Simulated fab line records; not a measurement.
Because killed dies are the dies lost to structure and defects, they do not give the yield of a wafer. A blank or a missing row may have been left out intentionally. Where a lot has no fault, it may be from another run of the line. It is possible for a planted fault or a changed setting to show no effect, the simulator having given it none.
Problem report, 8D (eight disciplines) form, completed by code	flow sky130	the parts of the form that need people (team, actions taken, sign-off) are left out

## 1. WHAT IS WRONG
Wafers free of any fault read 3945 (standard deviation 67) for SD_N_TW at SKY_SD_N_TW_MEAS_12, against a mean of 29 on 6 wafers of 2 lots. That puts it -58 standard deviations away from the usual mean.
Seen first at day 32 02:53 on film-metro-01, wafer L341.1. At this step, 42 wafers from 14 lots have a number in the record. The rule behind "out" and "out of limits": a value lying over 4 standard deviations away from the usual mean. The other wafers with a number count as sound.

## 2. WHAT THIS IS AND IS NOT
question	is	is not
which readings at this step	SD_N_TW	-
which lots	L341, L342	L329, L330, L331, L332, L333, L334, L335, L336, L339, L340, L343, L351
which wafers of those lots	all that have a number	-
read on which gauges	film-metro-01	film-metro-02, film-metro-04
when	from day 32 02:53	up to then (30 sound wafers); but 6 sound wafers of L343, L351 came after

## 3. WHAT RULES OUT EACH SUSPECT
Counting: a tool stays on the suspect list if, at a process step up to the reading, it processed all lots that are out and no sound lot following the first of them.
- the gauge at SKY_SD_N_TW_MEAS_12 is ruled out. All the wafers that are out were read on film-metro-01, but those of them that SKY_SD_N_STRIP_11 has rows for are out there too, on other tools.
- plasma-asher-03 at SKY_RES_XHIGH_STRIP_08 (strips in O2/N2): kept. Every lot that is out went through it, starting with L341 (day 30 23:03), and after that it ran no sound lot; the last sound lot it ran before then is L336 (day 29 08:01).
- plasma-asher-02 at SKY_SD_N_STRIP_11 (strips in O2/N2): kept. Every lot that is out went through it, starting with L341 (day 32 02:47), and after that it ran no sound lot; the last sound lot it ran before then is L339 (day 31 18:25). On those wafers its own readings are out: oes-product-au, strip-time-to-endpoint-s.
Left after counting: plasma-asher-03 at SKY_RES_XHIGH_STRIP_08, plasma-asher-02 at SKY_SD_N_STRIP_11.

## 4. THE CAUSE (what the simulator had put in)
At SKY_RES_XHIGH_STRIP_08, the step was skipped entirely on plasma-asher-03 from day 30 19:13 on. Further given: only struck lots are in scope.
Of the 2 suspects that counting leaves, this tool is one.

## 5. THE CHAIN OF EFFECTS, in route order
Each row: a reading whose mean over the struck wafers that have a number lies more than 3 standard deviations from the usual. Readings are gone through only where the record gives a usual standard deviation; hours: the median, over the lots, of the time from a lot's start at the first step in this table giving one to that lot's start at this step; sigmas: the change measured in usual standard deviations.
hours	step	reading	usual	on struck wafers	change	sigmas
0	SKY_SD_N_STRIP_11	oes-product-au	0.527 a.u.	0.617	+0.090	+18
0	SKY_SD_N_STRIP_11	strip-time-to-endpoint-s	22.55 s	39.43	+16.88	+99 or more
0	SKY_SD_N_TW_MEAS_12	SD_N_TW	3945	29	-3916	-58
Here are the process steps it includes:
- SKY_SD_N_STRIP_11: strips in O2/N2.
Readings that are blank on the struck wafers while sound wafers have them: chamber-pressure-mTorr at SKY_RES_XHIGH_STRIP_08; drypump-motor-current-A at SKY_RES_XHIGH_STRIP_08; o2-flow-sccm at SKY_RES_XHIGH_STRIP_08; oes-product-au at SKY_RES_XHIGH_STRIP_08; strip-time-to-endpoint-s at SKY_RES_XHIGH_STRIP_08.

## 6. HOW IT WOULD HAVE BEEN CAUGHT EARLIER
The first out-of-limits reading at a measuring or inspecting step in this record came at day 32 02:53, 32 hours after the fault's start at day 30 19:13.
At SKY_RES_XHIGH_STRIP_08 the tool's readings are blank on the struck wafers, where sound wafers have them: an empty tool record is the first sign, and it was there at once.
Each of the lots that are out, 2 in all, had begun SKY_RES_XHIGH_STRIP_08 on plasma-asher-03 no later than day 32 02:53. Holding the tool at that point would not have protected any of them.
